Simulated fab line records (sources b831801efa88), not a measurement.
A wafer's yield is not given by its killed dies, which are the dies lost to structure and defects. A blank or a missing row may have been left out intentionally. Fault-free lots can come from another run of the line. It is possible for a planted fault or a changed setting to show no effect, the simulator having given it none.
fab line records ; flow sky130
record lots=6; wafers=18; last_day=50
route steps=708 shown LDD_P@264 LDD_HVN@267 LDD_HVP@278 LDD_LDN@289
lots with no fault: from the same line, run without faults
start_h: the number of hours between the record's first day and the start of the first shown wafer of the lot ; wait_h: how many hours have passed since the lot's step before this one ; " repeats the value in the row above ; L1.1+2: several wafers, shown together as one row ; - either no value or no given start ; * or withheld: withheld ; < > ~ a bound
route shown NAME@n: names a module that has steps shown in the file, with the first one's number in the route ; usual: mean/standard deviation of fault-free wafers ; same: alike in all rows ; chamber/n: place in a boat ; sites: each site's reading ; _std_site: their standard deviation ; _edge_site: mean of outer sites minus mean of inner sites ; radius_mm: how far each site lies from the wafer's centre ; mask NAME#n: copy n ; behind: the last tool/chamber to shape the wafer ; hold: why the lot went on hold/how many hours it stayed there/how the hold came to an end ; device: which transistor (n, p or np) failed to switch ; end of line: the same wafers' tests at the end of the route ; a step given without rows: its recipe and nothing more ; killed: dies that structure and defects cost at the first sort, which is not the same as the wafer's yield ; map: shows each die of a wafer: x if killed, . if not, _ if none is there
set.NAME: the setting the step ran with; set.NAME@STEP: the setting that earlier step ran with ; model.NAME: the simulator's own value behind a step, which no gauge read
lots at some steps of the route; a table a step, a row a wafer
services: the hour from which a tool's chamber was out of use, counted from the record's first day as start_h (under 0 if before that day), plus the number of hours and why
## steps
# step SKY_LDD_P_IMPLANT_09
# recipe species=BF2; energy_kev=25; dose_cm2=1e+13; tilt_deg=withheld
# step SKY_LDD_P_STRIP_10
# recipe chemistry=O2/N2; power_w=1400; pressure_mtorr=1500; platen_temp_c=withheld; o2_flow_sccm=3000; n2_flow_sccm=300; overash_fraction=0.5
# usual chamber_pressure_mTorr=1500.0/1.3; drypump_motor_current_A=5.5/0.4; oes_product_au=0.715/0.0049; strip_time_to_endpoint_s=14.16/0.039
lot.wafer;tool;chamber;start_h;wait_h;chamber_pressure_mTorr;drypump_motor_current_A;oes_product_au;rf_hours_counter_h;strip_time_to_endpoint_s
L221.2;plasma_asher-02;0;468.35;0.1;1498.8;5.8;0.719;78;14.16
L221.4;plasma_asher-02;0;468.35;0.1;1499.5;5.9;0.711;-;14.18
L221.6;plasma_asher-02;1;468.35;0.1;1499.6;4.7;0.710;-;14.15
L223.3;plasma_asher-02;0;504.31;0.1;1500.0;5.9;0.709;-;14.10
L223.5;plasma_asher-02;1;504.31;0.1;1500.4;4.7;0.714;-;14.04
L223.6;plasma_asher-02;0;504.31;0.1;1501.1;5.9;0.715;-;14.09
L230.2;plasma_asher-02;0;559.55;0.1;1501.4;5.8;0.716;88;14.23
L230.4;plasma_asher-02;1;559.55;0.1;1499.3;4.7;0.717;-;14.18
L230.6;plasma_asher-02;0;559.55;0.1;1500.8;5.8;0.708;-;14.22
L232.1;plasma_asher-01;0;572.90;0.1;1502.1;5.5;0.718;44;14.08
L232.3;plasma_asher-01;1;572.90;0.1;1497.3;5.5;0.715;-;14.20
L232.6;plasma_asher-01;0;572.90;0.1;1500.6;5.5;0.710;-;14.13
L236.1;plasma_asher-01;0;593.60;0.1;1501.3;5.4;0.709;47;14.16
L236.3;plasma_asher-01;1;593.60;0.1;1500.3;5.5;0.716;-;14.16
L236.4;plasma_asher-01;0;593.60;0.1;1503.2;5.4;0.703;-;14.20
L237.1;plasma_asher-03;1;608.72;0.1;1502.6;5.5;0.715;16;14.20
L237.5;plasma_asher-03;1;608.72;0.1;1497.8;5.6;0.720;-;14.20
L237.6;plasma_asher-03;0;608.72;0.1;1499.9;6.0;0.717;-;14.17
# step SKY_LDD_P_TW_MEAS_11
# usual LDD_P_TW=635/5.1
lot.wafer;tool;chamber;start_h;wait_h;LDD_P_TW
L221.2;film_metro-02;-;468.46;0.1;632
L221.4;film_metro-02;-;468.46;0.1;630
L221.6;film_metro-02;-;468.46;0.1;631
L223.3;film_metro-04;-;504.39;0.1;638
L223.5;film_metro-04;-;504.39;0.1;634
L223.6;film_metro-04;-;504.39;0.1;633
L230.2;film_metro-02;-;559.66;0.1;635
L230.4;film_metro-02;-;559.66;0.1;634
L230.6;film_metro-02;-;559.66;0.1;636
L232.1;film_metro-04;-;573.00;0.1;639
L232.3;film_metro-04;-;573.00;0.1;639
L232.6;film_metro-04;-;573.00;0.1;637
L236.1;film_metro-02;-;593.70;0.1;629
L236.3;film_metro-02;-;593.70;0.1;631
L236.4;film_metro-02;-;593.70;0.1;630
L237.1;film_metro-02;-;608.82;0.1;637
L237.5;film_metro-02;-;608.82;0.1;640
L237.6;film_metro-02;-;608.82;0.1;640
# step SKY_LDD_HVN_DEHYDRATE_00
# recipe temp_c=200; time_s=60
# step SKY_LDD_HVN_HMDS_01
# recipe prime_time_s=60; prime_temp_c=120
# step SKY_LDD_HVN_COAT_02
# recipe resist=NOVOLAK; spin_rpm=3000; resist_thk_nm=300
# step SKY_LDD_HVN_SOFTBAKE_03
# recipe temp_c=90; time_s=60; resist=NOVOLAK
# step SKY_LDD_HVN_EXPOSE_04
# recipe mask_id=HVNTM; na=0.6; source_shape=conventional; sigma_outer=0.6; polarization=unpolarized; target_cd_nm=700; dose_mj=127
# step SKY_LDD_HVN_PEB_05
# recipe temp_c=withheld; time_s=*; resist=NOVOLAK
# step SKY_LDD_HVN_DEVELOP_06
# recipe resist=NOVOLAK; developer=TMAH; develop_time_s=60; dev_temp_c=23
# step SKY_LDD_HVN_OVL_MEAS_07
# usual LDD_HVN_OVL=0.5/1.3
lot.wafer;tool;chamber;start_h;wait_h;LDD_HVN_OVL[nm]
L221.2;overlay-01;-;499.70;0.1;2.1
L221.4;overlay-01;-;499.70;0.1;0.1
L221.6;overlay-01;-;499.70;0.1;0.7
L223.3;overlay-02;-;535.21;0.1;0.4
L223.5;overlay-02;-;535.21;0.1;0.3
L223.6;overlay-02;-;535.21;0.1;2.6
L230.2;overlay-01;-;588.20;0.1;0.5
L230.4;overlay-01;-;588.20;0.1;0.5
L230.6;overlay-01;-;588.20;0.1;0.2
L232.1;overlay-01;-;601.99;0.1;1.2
L232.3;overlay-01;-;601.99;0.1;0.7
L232.6;overlay-01;-;601.99;0.1;0.1
L236.1;overlay-02;-;621.25;0.1;0.8
L236.3;overlay-02;-;621.25;0.1;2.3
L236.4;overlay-02;-;621.25;0.1;1.1
L237.1;overlay-02;-;637.29;0.1;-1.9
L237.5;overlay-02;-;637.29;0.1;-0.1
L237.6;overlay-02;-;637.29;0.1;-2.5
# step SKY_LDD_HVN_IMPLANT_08
# recipe species=P; energy_kev=60; dose_cm2=3e+13; tilt_deg=40
# step SKY_LDD_HVN_STRIP_09
# recipe chemistry=O2/N2; power_w=1400; pressure_mtorr=1500; platen_temp_c=withheld; o2_flow_sccm=3000; n2_flow_sccm=300; overash_fraction=0.5
# usual chamber_pressure_mTorr=1499.9/1.4; drypump_motor_current_A=5.51/0.28; oes_product_au=0.408/0.0045; strip_time_to_endpoint_s=4.133/0.014
lot.wafer;tool;chamber;start_h;wait_h;chamber_pressure_mTorr;drypump_motor_current_A;oes_product_au;rf_hours_counter_h;strip_time_to_endpoint_s;model.NOVOLAK_of_LDD_HVN_COAT_02.thk_nm
L221.2;plasma_asher-04;0;499.88;0.1;1499.7;5.65;0.408;69;4.125;0
L221.4;plasma_asher-04;1;499.88;0.1;1501.5;5.03;0.400;-;4.144;0
L221.6;plasma_asher-04;1;499.88;0.1;1498.0;5.05;0.419;-;4.122;0
L223.3;plasma_asher-04;0;535.41;0.1;1503.5;5.64;0.404;-;4.126;0
L223.5;plasma_asher-04;1;535.41;0.1;1499.2;5.04;0.415;-;4.149;0
L223.6;plasma_asher-04;0;535.41;0.1;1500.4;5.64;0.415;-;4.156;0
L230.2;plasma_asher-04;0;588.38;0.1;-;-;-;-;-;299.1
L230.4;plasma_asher-04;0;588.38;0.1;-;-;-;-;-;299.2
L230.6;plasma_asher-04;1;588.38;0.1;-;-;-;-;-;298.9
L232.1;plasma_asher-03;0;602.18;0.1;-;-;-;-;-;298.5
L232.3;plasma_asher-03;0;602.18;0.1;-;-;-;-;-;299.2
L232.6;plasma_asher-03;1;602.18;0.1;-;-;-;-;-;300
L236.1;plasma_asher-01;0;621.43;0.1;1501.3;5.43;0.413;50;4.149;0
L236.3;plasma_asher-01;0;621.43;0.1;1500.1;5.42;0.407;-;4.142;0
L236.4;plasma_asher-01;1;621.43;0.1;1499.5;5.52;0.410;-;4.125;0
L237.1;plasma_asher-01;0;637.48;0.1;1500.6;5.48;0.408;52;4.115;0
L237.5;plasma_asher-01;0;637.48;0.1;1501.9;5.46;0.415;-;4.134;0
L237.6;plasma_asher-01;1;637.48;0.1;1497.7;5.50;0.409;-;4.127;0
# step SKY_LDD_HVN_TW_MEAS_10
# usual LDD_HVN_TW=1432/9.5
lot.wafer;tool;chamber;start_h;wait_h;LDD_HVN_TW
L221.2;film_metro-03;-;499.99;0.1;1427
L221.4;film_metro-03;-;499.99;0.1;1427
L221.6;film_metro-03;-;499.99;0.1;1423
L223.3;film_metro-02;-;535.50;0.1;1429
L223.5;film_metro-02;-;535.50;0.1;1428
L223.6;film_metro-02;-;535.50;0.1;1436
L230.2;film_metro-02;-;588.49;0.1;1430
L230.4;film_metro-02;-;588.49;0.1;1425
L230.6;film_metro-02;-;588.49;0.1;1428
L232.1;film_metro-01;-;602.28;0.1;1440
L232.3;film_metro-01;-;602.28;0.1;1441
L232.6;film_metro-01;-;602.28;0.1;1433
L236.1;film_metro-03;-;621.53;0.1;1424
L236.3;film_metro-03;-;621.53;0.1;1426
L236.4;film_metro-03;-;621.53;0.1;1421
L237.1;film_metro-02;-;637.58;0.1;1439
L237.5;film_metro-02;-;637.58;0.1;1439
L237.6;film_metro-02;-;637.58;0.1;1435
# step SKY_LDD_HVP_DEHYDRATE_00
# recipe temp_c=200; time_s=60
# step SKY_LDD_HVP_HMDS_01
# recipe prime_time_s=60; prime_temp_c=120
# step SKY_LDD_HVP_COAT_02
# recipe resist=NOVOLAK; spin_rpm=3000; resist_thk_nm=300
# step SKY_LDD_HVP_SOFTBAKE_03
# recipe temp_c=90; time_s=60; resist=NOVOLAK
# step SKY_LDD_HVP_EXPOSE_04
# recipe mask_id=HVPTM; na=0.6; source_shape=conventional; sigma_outer=0.6; polarization=unpolarized; target_cd_nm=700; dose_mj=86
# step SKY_LDD_HVP_PEB_05
# recipe temp_c=withheld; time_s=*; resist=NOVOLAK
# step SKY_LDD_HVP_DEVELOP_06
# recipe resist=NOVOLAK; developer=TMAH; develop_time_s=60; dev_temp_c=23
# step SKY_LDD_HVP_OVL_MEAS_07
# usual LDD_HVP_OVL=-0.7/1.2
lot.wafer;tool;chamber;start_h;wait_h;LDD_HVP_OVL[nm]
L221.2;overlay-02;-;530.20;0.1;0.9
L221.4;overlay-02;-;530.20;0.1;-0.9
L221.6;overlay-02;-;530.20;0.1;0.8
L223.3;overlay-02;-;565.51;0.1;0.8
L223.5;overlay-02;-;565.51;0.1;0.3
L223.6;overlay-02;-;565.51;0.1;0.9
L230.2;overlay-01;-;616.35;0.1;-1.8
L230.4;overlay-01;-;616.35;0.1;-2.7
L230.6;overlay-01;-;616.35;0.1;-1.2
L232.1;overlay-01;-;629.80;0.1;-1.6
L232.3;overlay-01;-;629.80;0.1;-1.5
L232.6;overlay-01;-;629.80;0.1;0.3
L236.1;overlay-01;-;649.80;0.1;-0.5
L236.3;overlay-01;-;649.80;0.1;0.5
L236.4;overlay-01;-;649.80;0.1;-1.5
L237.1;overlay-01;-;664.97;0.1;-1.3
L237.5;overlay-01;-;664.97;0.1;-0.5
L237.6;overlay-01;-;664.97;0.1;0.7
# step SKY_LDD_HVP_IMPLANT_08
# recipe species=B; energy_kev=20; dose_cm2=1.7e+13; tilt_deg=17.9
# step SKY_LDD_HVP_STRIP_09
# recipe chemistry=O2/N2; power_w=1400; pressure_mtorr=1500; platen_temp_c=withheld; o2_flow_sccm=3000; n2_flow_sccm=300; overash_fraction=0.5
# usual chamber_pressure_mTorr=1499.9/1.5; drypump_motor_current_A=5.4/0.49; oes_product_au=0.408/0.0048; strip_time_to_endpoint_s=4.131/0.013
lot.wafer;tool;chamber;start_h;wait_h;chamber_pressure_mTorr;drypump_motor_current_A;oes_product_au;rf_hours_counter_h;strip_time_to_endpoint_s
L221.2;plasma_asher-04;1;530.38;0.1;1501.0;5.0;0.410;72;4.139
L221.4;plasma_asher-04;1;530.38;0.1;1500.2;5.0;0.405;-;4.127
L221.6;plasma_asher-04;0;530.38;0.1;1499.3;5.6;0.415;-;4.113
L223.3;plasma_asher-02;0;565.72;0.1;1498.7;5.8;0.410;-;4.125
L223.5;plasma_asher-02;0;565.72;0.1;1497.5;5.8;0.405;-;4.113
L223.6;plasma_asher-02;1;565.72;0.1;1500.8;4.7;0.408;-;4.128
L230.2;plasma_asher-02;0;616.53;0.1;1498.3;5.9;0.612;94;8.948
L230.4;plasma_asher-02;1;616.53;0.1;1502.8;4.7;0.605;-;8.934
L230.6;plasma_asher-02;0;616.53;0.1;1500.0;5.9;0.603;-;8.941
L232.1;plasma_asher-04;0;629.98;0.1;1499.0;5.6;0.608;80;8.912
L232.3;plasma_asher-04;0;629.98;0.1;1496.1;5.7;0.599;-;8.944
L232.6;plasma_asher-04;0;629.98;0.1;1500.2;5.7;0.603;-;8.960
L236.1;plasma_asher-03;0;649.98;0.1;1497.7;6.0;0.398;21;4.152
L236.3;plasma_asher-03;1;649.98;0.1;1500.9;5.5;0.406;-;4.153
L236.4;plasma_asher-03;0;649.98;0.1;1500.9;6.0;0.406;-;4.156
L237.1;plasma_asher-04;0;665.15;0.1;1501.0;5.6;0.401;82;4.112
L237.5;plasma_asher-04;1;665.15;0.1;1501.6;5.0;0.410;-;4.141
L237.6;plasma_asher-04;0;665.15;0.1;1499.1;5.6;0.407;-;4.143
# step SKY_LDD_HVP_TW_MEAS_10
# usual LDD_HVP_TW=455/3.7
lot.wafer;tool;chamber;start_h;wait_h;LDD_HVP_TW
L221.2;film_metro-03;-;530.49;0.1;451
L221.4;film_metro-03;-;530.49;0.1;448
L221.6;film_metro-03;-;530.49;0.1;451
L223.3;film_metro-01;-;565.80;0.1;458
L223.5;film_metro-01;-;565.80;0.1;456
L223.6;film_metro-01;-;565.80;0.1;457
L230.2;film_metro-04;-;616.64;0.1;30
L230.4;film_metro-04;-;616.64;0.1;30
L230.6;film_metro-04;-;616.64;0.1;30
L232.1;film_metro-03;-;630.08;0.1;30
L232.3;film_metro-03;-;630.08;0.1;30
L232.6;film_metro-03;-;630.08;0.1;30
L236.1;film_metro-03;-;650.08;0.1;449
L236.3;film_metro-03;-;650.08;0.1;450
L236.4;film_metro-03;-;650.08;0.1;450
L237.1;film_metro-01;-;665.25;0.1;457
L237.5;film_metro-01;-;665.25;0.1;457
L237.6;film_metro-01;-;665.25;0.1;458
# step SKY_LDD_LDN_DEHYDRATE_00
# recipe temp_c=200; time_s=60
## services
tool;chamber;start_h;hours;kind
plasma_asher-02;-;452.42;1.6;repair
plasma_asher-04;-;471.13;0.5;repair
plasma_asher-03;-;473.48;14.6;pm
plasma_asher-01;-;487.77;3.3;repair
plasma_asher-03;-;488.21;2.8;repair
plasma_asher-01;-;547.51;7.4;repair
plasma_asher-04;-;597.72;28.1;pm
plasma_asher-03;-;624.44;0.9;repair
plasma_asher-04;-;633.35;1.0;repair
plasma_asher-04;-;639.15;8.6;repair
plasma_asher-03;-;641.94;2.8;pm
## key
first_sign step=SKY_LDD_HVN_STRIP_09; reading=tool_record; direction=missing
effect step=SKY_LDD_HVP_STRIP_09; reading=strip_time_to_endpoint_s; direction=up; sigmas=99+; usual=*; struck=*
effect step=SKY_LDD_HVP_TW_MEAS_10; reading=LDD_HVP_TW; direction=down; sigmas=99+; usual=455; struck=30
model_effect step=SKY_LDD_HVN_STRIP_09; value=NOVOLAK_of_LDD_HVN_COAT_02.thk_nm; without=0; struck=299.2
met_at SKY_LDD_HVN_STRIP_09
struck_wafers L230.2,L230.4,L230.6,L232.1,L232.3,L232.6
sort_left_out L230.2,L230.4,L230.6,L232.1,L232.3,L232.6
tester_left_out L230,L232
onset_between 535.41 588.38
fault kind=skipped_step_whole; tool=plasma_asher-03,plasma_asher-04; chamber=-; onset_h=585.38; steps=SKY_LDD_HVN_STRIP_09; scope=struck_lots_only
# tester_left_out: of these lots the tester's yield and bins aren't shown, on N5 and GAA mostly nor the transistor test; their killed dies are dies lost to structure and defects alone, not to doping, threshold or leakage, so they don't give the yield
# sort_left_out: the simulated sort isn't trusted on such a fault, so these wafers' sort isn't shown, and their yield isn't known
